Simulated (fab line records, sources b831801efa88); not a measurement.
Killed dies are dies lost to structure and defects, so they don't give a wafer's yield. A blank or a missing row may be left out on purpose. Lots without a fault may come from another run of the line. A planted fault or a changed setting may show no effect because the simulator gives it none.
Which tool did it? | flow gf180mcu | 13 lots, 39 wafers sampled, at 2 steps of a route of 602

WHAT THE GAUGES READ, wafer by wafer
GF_V4_CD_MEAS_14: target cd 260 nm.
lot  | measured     | on        | cd_nm (nm)
L648 | day 24 06:10 | cd_sem-02 | 260.2 261.4 260.4
L649 | day 24 15:11 | cd_sem-02 | 260.8 260.7 260.1
L650 | day 25 00:44 | cd_sem-01 | 259.7 262.3 260.6
L651 | day 25 09:59 | cd_sem-01 | 257.2 259.4 260.3
L654 | day 26 11:53 | cd_sem-01 | 260.8 261.1 260.4
L656 | day 27 04:03 | cd_sem-02 | 260.9 259.4 259.8
L657 | day 27 17:40 | cd_sem-01 | 260.2 261.1 261.1
L659 | day 28 02:27 | cd_sem-01 | 259.0 258.5 258.8
L664 | day 29 18:26 | cd_sem-02 | 260.9 261.6 260.8
L668 | day 30 16:29 | cd_sem-02 | 259.0 259.5 259.3
L669 | day 30 23:07 | cd_sem-02 | 260.3 261.5 260.1
L670 | day 31 02:14 | cd_sem-01 | 259.0 258.7 258.8
L671 | day 31 05:55 | cd_sem-02 | 260.7 260.8 260.3

GF_V4_THK_MEAS_25: measures by xrf.
lot  | measured     | on            | V4_W_THK (nm)
L648 | day 24 07:29 | film_metro-03 | 343 347 343
L649 | day 24 16:20 | film_metro-04 | 357 351 356
L650 | day 25 01:52 | film_metro-03 | 356 353 357
L651 | day 25 11:08 | film_metro-04 | 354 355 346
L654 | day 26 13:02 | film_metro-03 | 350 346 345
L656 | day 27 05:17 | film_metro-03 | 347 347 353
L657 | day 27 18:49 | film_metro-01 | 352 343 349
L659 | day 28 03:40 | film_metro-03 | 351 348 345
L664 | day 29 19:46 | film_metro-03 | 350 350 352
L668 | day 30 17:40 | film_metro-03 | 344 344 346
L669 | day 31 00:18 | film_metro-04 | 356 355 353
L670 | day 31 03:23 | film_metro-04 | 353 349 350
L671 | day 31 07:02 | film_metro-03 | 346 346 348

WHICH TOOL RAN EACH LOT (tool, then ch and the chambers of the sampled wafers, then the start)
The record holds no process step before these readings.

WHAT THE TOOLS THEMSELVES READ (means of the sampled wafers that have a number; where no wafer has one, the mark that the record gives instead)
The record holds no such reading with a usual standard deviation.

THE ANSWER, worked out from the rows above alone
Rule: what is usual is taken from the lots themselves. Put in order of their means at a reading, lots are off if they are a third of the lots or fewer, leave a main group of 4 or more, and stand apart from it by a gap of 3 or more times the standard deviation of the main group's means; of several such gaps the widest counts. A main group whose means are all the same, to the digits that the tables above print for the reading, isn't used. A lot without any number at a reading at which 4 lots or more have one is off too. The other lots that the step has rows for count as sound. The gauges are gone through in route order, then the tools' own readings, and for those a lot's mean is taken as printed above. The first step at which some lot is off is used, and at that step the reading that is off furthest; a lot without a number counts as furthest.
No lot is off at any reading shown: from this, nothing can be told.

WHAT THE SIMULATOR HAD PUT IN
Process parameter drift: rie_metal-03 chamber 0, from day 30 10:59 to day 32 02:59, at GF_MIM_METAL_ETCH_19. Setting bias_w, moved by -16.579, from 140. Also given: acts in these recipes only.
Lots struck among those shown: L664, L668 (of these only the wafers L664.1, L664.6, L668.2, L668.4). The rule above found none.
